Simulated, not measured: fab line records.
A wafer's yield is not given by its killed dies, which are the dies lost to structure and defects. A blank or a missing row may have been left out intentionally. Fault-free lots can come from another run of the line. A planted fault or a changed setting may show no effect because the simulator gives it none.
fab line records | flow sky130
[record] lots = 6 | wafers = 18 | last-day = 49
route steps=708 shown SD_N@344
lots with no fault: from the same line, run without faults
start-h: start of the lot's first displayed wafer, in hours after the record's first day | wait-h: how many hours have passed since the lot's step before this one | " the same as in the row above | L1.1+2: a row that stands for several wafers | - no value, or no start given | * or withheld: withheld | < > ~ a bound
route shown NAME@n: names a module that has steps shown in the file, with the first one's number in the route | usual: mean/standard deviation of fault-free wafers | same: alike in all rows | chamber/n: place in a boat | sites: readings site by site | _std_site: their standard deviation | _edge_site: inner sites' mean taken away from outer sites' mean | radius-mm: how far each site lies from the wafer's centre | mask NAME#n: copy n | behind: the most recent tool/chamber to have shaped the wafer | hold: why the lot went on hold/how many hours it stayed there/how the hold came to an end | device: the transistor (n, p or np) that didn't switch | end of line: the same wafers' tests at the end of the route | for a step that has no rows: nothing shown but its recipe | killed: at the first sort, the dies lost to defects and structure; wafer yield is something else | map: the dies of a wafer, with x for killed, . for not killed, _ for no die there
set.NAME: setting as actually run; set.NAME@STEP: the setting as run at that earlier step | model.NAME: the simulator's own value behind a step, which no gauge read
a table for each step, a row for each wafer; lots at some steps of the route
services: the hour from which a tool's chamber was out of use, counted from the record's first day as start-h (under 0 if before that day), plus the number of hours and why
[[steps]]
[step SKY_SD_N_COAT_02]
[recipe] resist = NOVOLAK | spin-rpm = 3000 | resist-thk-nm = 1140
[step SKY_SD_N_SOFTBAKE_03]
[recipe] temp-c = 90 | time-s = 60 | resist = NOVOLAK
[step SKY_SD_N_EXPOSE_04]
[recipe] mask-id = NSDM | na = 0.6 | source-shape = conventional | sigma-outer = 0.6 | polarization = unpolarized | target-cd-nm = 380 | dose-mj = 141
[step SKY_SD_N_PEB_05]
[recipe] temp-c = withheld | time-s = * | resist = NOVOLAK
[step SKY_SD_N_DEVELOP_06]
[recipe] resist = NOVOLAK | developer = TMAH | develop-time-s = 60 | dev-temp-c = 23
[step SKY_SD_N_CD_MEAS_07]
[recipe] target-cd-nm = 380
[usual] cd-nm = 379.8/2.6
lot.wafer | tool      | chamber | start-h | wait-h | cd-nm
L984.2    | cd-sem-01 | -       | 642.37  | 0.1    | 382.2
L984.3    | "         | -       | "       | "      | 379.8
L984.5    | "         | -       | "       | "      | 379.3
L985.2    | cd-sem-02 | -       | 652.16  | 0.1    | 376.6
L985.3    | "         | -       | "       | "      | 377.3
L985.6    | "         | -       | "       | "      | 376.9
L993.1    | cd-sem-02 | -       | 723.59  | 0.1    | 381.7
L993.4    | "         | -       | "       | "      | 381.6
L993.5    | "         | -       | "       | "      | 379.4
L994.3    | cd-sem-01 | -       | 727.69  | 0.1    | 375.3
L994.4    | "         | -       | "       | "      | 376.3
L994.6    | "         | -       | "       | "      | 377.5
L102.1    | cd-sem-02 | -       | 796.27  | 0.1    | 378.1
L102.3    | "         | -       | "       | "      | 376.4
L102.5    | "         | -       | "       | "      | 375.9
L101.1    | cd-sem-02 | -       | 799.92  | 0.1    | 381.0
L101.4    | "         | -       | "       | "      | 381.9
L101.5    | "         | -       | "       | "      | 381.1
[step SKY_SD_N_OVL_MEAS_08]
[usual] SD_N_OVL = 0.6/1.5
lot.wafer | tool       | chamber | start-h | wait-h | SD_N_OVL[nm]
L984.2    | overlay-02 | -       | 642.48  | 0.1    | 2.7
L984.3    | "          | -       | "       | "      | 0.6
L984.5    | "          | -       | "       | "      | 0.1
L985.2    | overlay-02 | -       | 652.26  | 0.1    | 1.2
L985.3    | "          | -       | "       | "      | 1.5
L985.6    | "          | -       | "       | "      | 2.4
L993.1    | overlay-02 | -       | 723.71  | 0.1    | -0.8
L993.4    | "          | -       | "       | "      | -1.4
L993.5    | "          | -       | "       | "      | 0.9
L994.3    | overlay-02 | -       | 727.78  | 0.1    | 3.7
L994.4    | "          | -       | "       | "      | 0.8
L994.6    | "          | -       | "       | "      | 1.6
L102.1    | overlay-02 | -       | 796.39  | 0.1    | 0.2
L102.3    | "          | -       | "       | "      | 2.1
L102.5    | "          | -       | "       | "      | 1.9
L101.1    | overlay-01 | -       | 800.04  | 0.1    | 0.6
L101.4    | "          | -       | "       | "      | -0.6
L101.5    | "          | -       | "       | "      | -0.6
[step SKY_SD_N_IMPLANT_09]
[recipe] species = As | energy-kev = 50 | dose-cm2 = 4e+15 | tilt-deg = 0
[step SKY_SD_N_IMPLANT_10]
[recipe] species = P | energy-kev = 20 | dose-cm2 = 1e+14 | tilt-deg = 0
[step SKY_SD_N_STRIP_11]
[recipe] chemistry = O2/N2 | power-w = 1400 | pressure-mtorr = 1500 | platen-temp-c = withheld | o2-flow-sccm = 3000 | n2-flow-sccm = 300 | overash-fraction = 0.5
[usual] drypump-motor-current-A = 5.8/0.36 | oes-product-au = 0.527/0.0043 | strip-time-to-endpoint-s = 22.54/0.035
lot.wafer | tool            | chamber | start-h | wait-h | drypump-motor-current-A | oes-product-au | rf-hours-counter-h | strip-time-to-endpoint-s
L984.2    | plasma-asher-01 | 1       | 642.81  | 0.1    | 5.7                     | 0.524          | 84                 | 22.51
L984.3    | "               | 0       | "       | "      | 5.1                     | 0.526          | -                  | 22.51
L984.5    | "               | 1       | "       | "      | 5.7                     | 0.522          | -                  | 22.55
L985.2    | plasma-asher-03 | 0       | 652.59  | 0.1    | 6.5                     | 0.531          | 93                 | 22.52
L985.3    | "               | 1       | "       | "      | 5.8                     | 0.533          | -                  | 22.59
L985.6    | "               | 0       | "       | "      | 6.5                     | 0.521          | -                  | 22.58
L993.1    | plasma-asher-04 | 0       | 724.04  | 0.1    | 5.7                     | 0.523          | 60                 | 22.51
L993.4    | "               | 1       | "       | "      | 5.9                     | 0.532          | -                  | 22.54
L993.5    | "               | 1       | "       | "      | 5.9                     | 0.534          | -                  | 22.56
L994.3    | plasma-asher-04 | 0       | 728.14  | 0.1    | 5.7                     | 0.531          | -                  | 22.59
L994.4    | "               | 1       | "       | "      | 5.9                     | 0.525          | -                  | 22.56
L994.6    | "               | 1       | "       | "      | 5.9                     | 0.531          | -                  | 22.58
L102.1    | plasma-asher-03 | 1       | 796.73  | 0.1    | 5.8                     | 0.526          | 6                  | 22.54
L102.3    | "               | 0       | "       | "      | 6.5                     | 0.523          | -                  | 22.54
L102.5    | "               | 0       | "       | "      | 6.5                     | 0.531          | -                  | 22.51
L101.1    | plasma-asher-04 | 1       | 800.38  | 0.1    | 5.9                     | 0.525          | 66                 | 22.52
L101.4    | "               | 1       | "       | "      | 5.9                     | 0.526          | -                  | 22.50
L101.5    | "               | 0       | "       | "      | 5.7                     | 0.529          | -                  | 22.48
[step SKY_SD_N_TW_MEAS_12]
[usual] SD_N_TW = 3971/41
lot.wafer | tool          | chamber | start-h | wait-h | SD_N_TW
L984.2    | film-metro-04 | -       | 642.92  | 0.1    | 3943
L984.3    | "             | -       | "       | "      | 3938
L984.5    | "             | -       | "       | "      | 3954
L985.2    | film-metro-02 | -       | 652.70  | 0.1    | 3919
L985.3    | "             | -       | "       | "      | 3937
L985.6    | "             | -       | "       | "      | 3936
L993.1    | film-metro-02 | -       | 724.14  | 0.1    | 3928
L993.4    | "             | -       | "       | "      | 3926
L993.5    | "             | -       | "       | "      | 3929
L994.3    | film-metro-02 | -       | 728.23  | 0.1    | 3901
L994.4    | "             | -       | "       | "      | 3942
L994.6    | "             | -       | "       | "      | 3916
L102.1    | film-metro-04 | -       | 796.83  | 0.1    | 3907
L102.3    | "             | -       | "       | "      | 3921
L102.5    | "             | -       | "       | "      | 3951
L101.1    | film-metro-03 | -       | 800.48  | 0.1    | 4003
L101.4    | "             | -       | "       | "      | 3997
L101.5    | "             | -       | "       | "      | 4012
[step SKY_SD_N_CLEAN_13]
[recipe] chemistry = SC1/SC2 | mix = 1:4:20 | temp-c = 70 | time-s = 150 | dry = n2-spin
[step SKY_SD_N_RTA_14]
[recipe] temp-c = 1075 | time-s = 2 | idle-temp-c = 650 | ramp-up-c-per-s = 150 | ramp-down-c-per-s = 90 | ambient = N2
[usual] anneal-temp-c-max = 1082.0/2 | chamber-o2-ppm = 1.999/0.024 | lamp-power-pct = 15.74/0.054 | ramp-down-c-per-s = 90.000/0.016 | wafer_temp_C_max = 1078.1/1.5
lot.wafer | tool          | chamber | start-h | wait-h | anneal-temp-c-max | chamber-o2-ppm | lamp-power-pct | ramp-down-c-per-s | wafer_temp_C_max
L984.2    | rtp-anneal-01 | 0       | 643.03  | 0.0    | 1082.5            | 1.959          | 15.80          | 89.976            | 1076.6
L984.3    | "             | 0       | "       | "      | 1081.4            | 1.968          | 15.72          | 90.004            | 1078.0
L984.5    | "             | 0       | "       | "      | 1085.6            | 1.985          | 15.70          | 90.037            | 1078.6
L985.2    | rtp-anneal-02 | 0       | 652.81  | 0.0    | 1080.0            | 2.005          | 15.78          | 89.985            | 1080.9
L985.3    | "             | 0       | "       | "      | 1080.9            | 2.011          | 15.71          | 89.991            | 1077.9
L985.6    | "             | 0       | "       | "      | 1079.8            | 2.060          | 15.68          | 90.010            | 1078.1
L993.1    | rtp-anneal-02 | -       | 724.25  | 0.0    | -                 | -              | -              | -                 | -
L993.4    | "             | -       | "       | "      | -                 | -              | -              | -                 | -
L993.5    | "             | -       | "       | "      | -                 | -              | -              | -                 | -
L994.3    | rtp-anneal-01 | -       | 728.34  | 0.0    | -                 | -              | -              | -                 | -
L994.4    | "             | -       | "       | "      | -                 | -              | -              | -                 | -
L994.6    | "             | -       | "       | "      | -                 | -              | -              | -                 | -
L102.1    | rtp-anneal-02 | 0       | 796.94  | 0.0    | 1079.4            | 1.989          | 15.65          | 89.956            | 1079.8
L102.3    | "             | 0       | "       | "      | 1080.7            | 1.993          | 15.70          | 90.017            | 1077.1
L102.5    | "             | 0       | "       | "      | 1079.4            | 1.970          | 15.67          | 90.005            | 1077.0
L101.1    | rtp-anneal-01 | 0       | 800.64  | 0.0    | 1082.7            | 2.028          | 15.66          | 89.998            | 1076.7
L101.4    | "             | 0       | "       | "      | 1082.8            | 2.000          | 15.72          | 90.007            | 1078.0
L101.5    | "             | 0       | "       | "      | 1082.8            | 1.995          | 15.77          | 89.994            | 1077.8
[step SKY_SD_N_RS_MEAS_16]
[recipe] thk-meas-gauge = four-point-probe
[usual] SD_N_RS = 68.54/0.13
lot.wafer | tool          | chamber | start-h | wait-h | SD_N_RS[ohm/sq]
L984.2    | film-metro-02 | -       | 643.21  | 0.1    | 68.54
L984.3    | "             | -       | "       | "      | 68.49
L984.5    | "             | -       | "       | "      | 68.53
L985.2    | film-metro-04 | -       | 653.00  | 0.1    | 68.46
L985.3    | "             | -       | "       | "      | 68.66
L985.6    | "             | -       | "       | "      | 68.62
L993.1    | film-metro-04 | -       | 724.43  | 0.1    | -
L993.4    | "             | -       | "       | "      | -
L993.5    | "             | -       | "       | "      | -
L994.3    | film-metro-03 | -       | 728.53  | 0.1    | -
L994.4    | "             | -       | "       | "      | -
L994.6    | "             | -       | "       | "      | -
L102.1    | film-metro-02 | -       | 797.11  | 0.1    | 68.82
L102.3    | "             | -       | "       | "      | 68.58
L102.5    | "             | -       | "       | "      | 68.72
L101.1    | film-metro-02 | -       | 800.81  | 0.1    | 68.40
L101.4    | "             | -       | "       | "      | 68.57
L101.5    | "             | -       | "       | "      | 68.46
[[services]]
tool            | chamber | start-h | hours | kind
plasma-asher-01 | -       | 659.03  | 2.8   | pm
plasma-asher-03 | -       | 733.75  | 9.0   | pm
plasma-asher-03 | 0       | 733.75  | 9.0   | vent-cycle
plasma-asher-03 | 1       | 733.75  | 9.0   | vent-cycle
plasma-asher-03 | 0       | 742.75  | -     | clean
plasma-asher-03 | 1       | 742.75  | -     | clean
plasma-asher-04 | -       | 764.56  | 15.6  | pm
[[key]]
[first-sign] step = SKY_SD_N_RTA_14 | reading = tool-record | direction = missing
[effect] step = SKY_SD_N_RS_MEAS_16 | reading = SD_N_RS | direction = missing
met-at SKY_SD_N_RTA_14
struck-wafers L993.1,L993.4,L993.5,L994.3,L994.4,L994.6
later-rows-left-out L993.1,L993.4,L993.5,L994.3,L994.4,L994.6
sort-left-out L993.1,L993.4,L993.5,L994.3,L994.4,L994.6
tester-left-out L993,L994
onset-between 652.81 724.25
[fault] kind = skipped-step-whole | tool = rtp-anneal-01,rtp-anneal-02 | chamber = - | onset-h = 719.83 | steps = SKY_SD_N_RTA_14 | scope = struck-lots-only
// tester-left-out: of these lots the tester's yield and bins aren't shown, on N5 and GAA mostly nor the transistor test; their killed dies are dies lost to structure and defects alone, not to doping, threshold or leakage, so they don't give the yield
// sort-left-out: the simulated sort isn't trusted on such a fault, so these wafers' sort isn't shown, and their yield isn't known
// later-rows-left-out: the simulator's readings of these wafers behind a module that went badly wrong aren't trusted and aren't shown, but for the sort
